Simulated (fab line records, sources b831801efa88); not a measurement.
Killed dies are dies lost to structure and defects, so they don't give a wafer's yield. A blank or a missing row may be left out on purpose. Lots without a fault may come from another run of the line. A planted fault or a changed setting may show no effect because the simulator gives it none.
Split-lot experiment | flow gf180mcu | 5 lots, 27 wafers read, on a route of 602 steps

THE SPLIT
At GF_STI_OXIDATION_01 (stabilise 600 s, purge 300 s, target thk 10 nm), the setting ox_time_s was moved away from the recipe's 1418 s on 24 of the 27 wafers read, by -28.3% to +52.3%. The other wafers ran this setting at the recipe's value.

The file shows no step between the split and the reading.

THE READING
STI_OXIDATION_THK, in nm, at GF_STI_THK_MEAS_02. Fault-free wafers of this fab line usually give 10.08 nm, standard deviation 0.14 nm.

wafer  | tool, chamber at the split | ox_time_s as run, s | against the recipe | STI_OXIDATION_THK, nm | against lot-mates on the recipe
L075.1 | -, -                       | 2160                | +52.3%             | 13.25                 | no lot-mate on the recipe
L075.2 | -, -                       | 2160                | +52.3%             | 13.26                 | no lot-mate on the recipe
L075.3 | -, -                       | 2160                | +52.3%             | 13.43                 | no lot-mate on the recipe
L075.4 | -, -                       | 2160                | +52.3%             | 13.19                 | no lot-mate on the recipe
L075.5 | -, -                       | 2160                | +52.3%             | 13.36                 | no lot-mate on the recipe
L075.6 | -, -                       | 2160                | +52.3%             | 13.33                 | no lot-mate on the recipe
L077.1 | -, -                       | 2095                | +47.7%             | 13.07                 | no lot-mate on the recipe
L077.2 | -, -                       | 2095                | +47.7%             | 13.03                 | no lot-mate on the recipe
L077.3 | -, -                       | 2095                | +47.7%             | 13.04                 | no lot-mate on the recipe
L077.4 | -, -                       | 2095                | +47.7%             | 13.03                 | no lot-mate on the recipe
L077.5 | -, -                       | 2095                | +47.7%             | 13.07                 | no lot-mate on the recipe
L077.6 | -, -                       | 2095                | +47.7%             | 13.12                 | no lot-mate on the recipe
L078.1 | furnace-02, 0              | 1418                | recipe             | 10.09                 | -
L078.4 | furnace-02, 0              | 1418                | recipe             | 9.90                  | -
L078.6 | furnace-02, 0              | 1418                | recipe             | 10.00                 | -
L080.1 | -, -                       | 1016                | -28.3%             | 7.85                  | no lot-mate on the recipe
L080.2 | -, -                       | 1016                | -28.3%             | 7.87                  | no lot-mate on the recipe
L080.3 | -, -                       | 1016                | -28.3%             | 7.78                  | no lot-mate on the recipe
L080.4 | -, -                       | 1016                | -28.3%             | 8.20                  | no lot-mate on the recipe
L080.5 | -, -                       | 1016                | -28.3%             | 8.05                  | no lot-mate on the recipe
L080.6 | -, -                       | 1016                | -28.3%             | 8.07                  | no lot-mate on the recipe
L085.1 | -, -                       | 1818                | +28.2%             | 11.97                 | no lot-mate on the recipe
L085.2 | -, -                       | 1818                | +28.2%             | 11.97                 | no lot-mate on the recipe
L085.3 | -, -                       | 1818                | +28.2%             | 12.00                 | no lot-mate on the recipe
L085.4 | -, -                       | 1818                | +28.2%             | 11.89                 | no lot-mate on the recipe
L085.5 | -, -                       | 1818                | +28.2%             | 11.92                 | no lot-mate on the recipe
L085.6 | -, -                       | 1818                | +28.2%             | 11.94                 | no lot-mate on the recipe

THE FIT
A straight line over all 27 wafers: STI_OXIDATION_THK changes by +0.0664 nm for each +1% of ox_time_s; r = +1.00; the points scatter about the line by 0.13 nm.
Too few moved wafers have a lot-mate on the recipe to fit a line with each lot's own level taken away.

THE WHOLE CHAIN: every reading that the file lists as answering this split, in the file's order
step                | what it does                                   | reading                                                                          | change (the file's fit)                | r (the file's)
GF_STI_OXIDATION_01 | stabilise 600 s, purge 300 s, target thk 10 nm | SiO2_of_STI_OXIDATION_01.thk_nm (the simulator's own value, which no gauge read) | +0.0664 nm for each +1% of the setting | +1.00
GF_STI_THK_MEAS_02  |                                                | STI_OXIDATION_THK                                                                | +0.0664 for each +1% of the setting    | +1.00

THE FILE'S OWN FIT
STI_OXIDATION_THK changes by +0.0664 nm for each +1% of ox_time_s, r = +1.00.
